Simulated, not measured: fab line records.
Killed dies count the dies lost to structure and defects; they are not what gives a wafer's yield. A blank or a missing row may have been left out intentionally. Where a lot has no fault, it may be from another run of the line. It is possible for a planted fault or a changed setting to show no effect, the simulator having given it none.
Comparing a struck lot with a sound one / flow sky130 / 15 steps out of a route of 708
Sound: the wafers L595.1, L595.4, L595.6. Struck: wafer L603.3 (left out: L603.2, a lot-mate that was not struck); the cause follows at the end.
Each step with rows lists, per side, the tool, then ch with its chambers, then its first start. Under that, the readings that differ: sound wafers / struck wafers / difference of the means / sigmas: that difference in standard deviations of wafers without a fault.
alike: a reading whose means differ by less than 2 such deviations, as well as words and numbers matching on both sides. not compared: withheld readings; readings where some wafer has no value; bounds like >300 that might hide an equal value; numbers whose values overlap and for which the record gives no deviation.
Wherever a step has rows on one side only, a row that says differs or no value, or a row with sigmas, the two part there. Numbers that have no deviation but don't overlap get no sigmas and don't part them. A reading missing from all wafers of one side parts the sides only when that side holds two or more wafers.

SKY_METAL4_METAL_ETCH_18: etches the open film in Cl2/BCl3, stops on SiO2, target depth 845 nm, time 183.1 s.
  sound on rie metal-01 ch 0,1, day 43 05:30; struck on rie metal-01 ch 1, day 45 13:06
  alike: drypump motor current A, oes product au, throttle valve pct
  not compared: rf hours counter h
SKY_METAL4_STRIP_19: strips in O2/N2.
  sound on plasma asher-04 ch 0, day 43 05:41; struck on plasma asher-02 ch 0, day 45 13:17
reading=drypump motor current A (A); sound=5.1 5.2 5.1; struck=6.3; difference=+1.2; sigmas=+2
  alike: o2 flow sccm, oes product au, strip time to endpoint s
  not compared: rf hours counter h
then, 4 steps without rows for these wafers: SKY_METAL4_STRIP_20 (strips in post etch residue remover, time 1200 s); SKY_METAL4_CLEAN_21 (cleans in IPA, time 180 s); SKY_METAL4_CLEAN_22 (cleans in O3/DIW); SKY_VIA4_HDPCVD_00 (deposits SiO2, target thk 1750 nm, time 291.7 s).
SKY_VIA4_THK_MEAS_01:
  sound on film metro-03 at day 43 06:27; struck on film metro-01 at day 45 14:04
  alike: VIA4_HDPCVD_THK
SKY_VIA4_CMP_02: polishes SiO2.
  sound on cmp-01 ch 0,1, day 43 06:35; struck on cmp-02 ch 2, day 45 14:16
  alike: edge zone pressure frac, motor current A
SKY_VIA4_BOW_MEAS_03:
  sound on film metro-03 at day 43 06:53; struck on film metro-03 at day 45 14:35
reading=VIA4_BOW (um); sound=69 65 67; struck=89; difference=+22; sigmas=+3
then, 3 steps without rows for these wafers: SKY_VIA4_DEHYDRATE_04 (time 60 s); SKY_VIA4_HMDS_05 (prime time 60 s); SKY_VIA4_COAT_06 (resist thk 1140 nm).
SKY_VIA4_SOFTBAKE_07: time 60 s.
  sound on litho track-01 ch 0, day 43 18:11; struck on litho track-04 ch 0, day 46 01:19
reading=run length s (s); sound=88.99 89.10 88.84; struck=92.20; difference=+3.22; sigmas=+11
  alike: plate temp C
then, 1 step without rows for these wafers: SKY_VIA4_EXPOSE_08 (exposes mask VIM4, target cd 800 nm).
-- the record jumps here: 3 days lie between the struck wafers' starts before and after (it left off in module VIA4 and takes up again in module PAD_OPEN, whose first step shown is number 708 of the route) --
SKY_PAD_OPEN_PROBE_99:
  sound on prober-02 at day 47 04:58; struck on prober-02 at day 49 04:04
reading=killed at contacts; sound=22 40 24; struck=16; difference=-13; sigmas=-2
reading=killed at other; sound=0 0 0; struck=2; difference=+2; sigmas=+4
reading=killed dies; sound=74 103 78; struck=65; difference=-20; sigmas=-2
reading=sort_bin_6_memory (%); sound=5.9 7.5 6.3; struck=4.3; difference=-2.3; sigmas=-2
reading=sort n pass; sound=418 389 414; struck=427; difference=+20; sigmas=+2
  alike: defect limited yield, killed_at_M0_to_M3, killed_at_M4_up, killed at front end, killed open, killed short, sort_bin_3_pad_short, sort_bin_5_function, sort yield pct

== WHERE THEY PART ==
Last at SKY_PAD_OPEN_PROBE_99 as far as this record goes, first at SKY_METAL4_STRIP_19.

WHY: what had been put in by the simulator
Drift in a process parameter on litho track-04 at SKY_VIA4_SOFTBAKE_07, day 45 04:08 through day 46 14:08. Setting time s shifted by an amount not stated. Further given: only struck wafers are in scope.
